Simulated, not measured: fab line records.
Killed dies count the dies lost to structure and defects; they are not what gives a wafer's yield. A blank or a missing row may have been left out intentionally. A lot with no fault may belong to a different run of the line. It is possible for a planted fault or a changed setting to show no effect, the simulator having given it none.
Code-filled problem report in 8D (eight disciplines) form    flow gf180mcu    the parts of the form that need people (team, actions taken, sign-off) are left out

## 1. WHAT WENT WRONG
V2_CVD_02_THK at GF_V2_THK_MEAS_03 reads a mean of 1205 nm on 1 wafer of 1 lot; wafers without a fault read 852 nm with a standard deviation of 11. That is +32 standard deviations from the usual mean.
Earliest sighting: wafer L307.4 on filmMetro-01 at day 23 22:43. The record has a number at this step for 35 wafers belonging to 12 lots. The rule behind "out" and "out of limits": a value lying over 4 standard deviations away from the usual mean. All remaining wafers that have a number are taken as sound.

## 2. WHAT IT IS; WHAT IT IS NOT
question                     is                 is not
which readings at this step  V2_CVD_02_THK      -
which lots                   L307               L295, L296, L297, L298, L309, L310, L313, L314, L315, L316, L317
which wafers of those lots   L307.4             L307.1
read on which gauges         filmMetro-01       filmMetro-02, filmMetro-03
when                         from day 23 22:43  up to then (13 sound wafers); but 21 sound wafers of L309, L310, L313, L314, L315, L316, L317 came after

## 3. THE SUSPECTS, EACH WITH WHAT RULES IT OUT
Counting: a tool at a process step up to the reading stays a suspect if it ran every lot that is out. Sound lots after the first of them don't rule it out here, since some wafers of a struck lot are sound.
- the gauge at GF_V2_THK_MEAS_03 has been ruled out. All the wafers that are out were read on filmMetro-01, but those of them that GF_V2_CMP_04 has rows for are out there too, on other tools.
- cvdW-01 at GF_V1_CVD_23 (deposits W, target thk 350 nm, time 105.05 s): kept. It processed L307, the lot that is out, at day 22 22:34, and its most recent sound lot before then was L298 at day 19 09:21.
- pecvd-01 at GF_V2_CVD_02 (deposits SiO2 from TEOS, target thk 850 nm, time 94.851 s): kept. It ran the lot that is out, L307 (day 23 22:39).
- At GF_V2_CVD_02 on pecvd-01, chamber 1 took the sound wafers of the same lots and chamber 0 took the wafers that are out.
The count leaves pecvd-01 at GF_V2_CVD_02 and cvdW-01 at GF_V1_CVD_23.

## 4. THE CAUSE (what the simulator had put in)
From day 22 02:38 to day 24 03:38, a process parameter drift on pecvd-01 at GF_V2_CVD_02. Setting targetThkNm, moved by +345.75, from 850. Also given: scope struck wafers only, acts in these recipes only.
Counting leaves 2 suspects; this tool is one of them.

## 5. SEQUENCE OF EFFECTS, ordered by route
Rows list readings where the struck wafers' mean (over those with a number) sits beyond 3 standard deviations from the usual. Only readings for which the record gives a usual standard deviation are gone through. hours: the time from each lot's start at the first step in this table that gives one to its start at this step, as a median over the lots. sigmas: the change in usual standard deviations.
hours  step               reading          usual   on struck wafers  change  sigmas
0      GF_V2_THK_MEAS_03  V2_CVD_02_THK    852 nm  1205              +353    +32
0      GF_V2_CMP_04       timeToEndpointS  78 s    201               +123    +24
Its process steps:
- GF_V2_CMP_04: polishes SiO2.

## 6. WHAT WOULD HAVE CAUGHT IT SOONER
In this record the first reading out of limits at a measuring or inspecting step was taken at day 23 22:43, 44 hours after the fault began at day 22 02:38.
No tool reading at GF_V2_CVD_02 that has a usual standard deviation in the record was out on any struck wafer, so an alarm limit of 4 standard deviations on those readings would not have fired.
All the lots that are out (1) had begun GF_V2_CVD_02 on pecvd-01 by day 23 22:43. Had the tool been put on hold then, not one of them would have been saved.
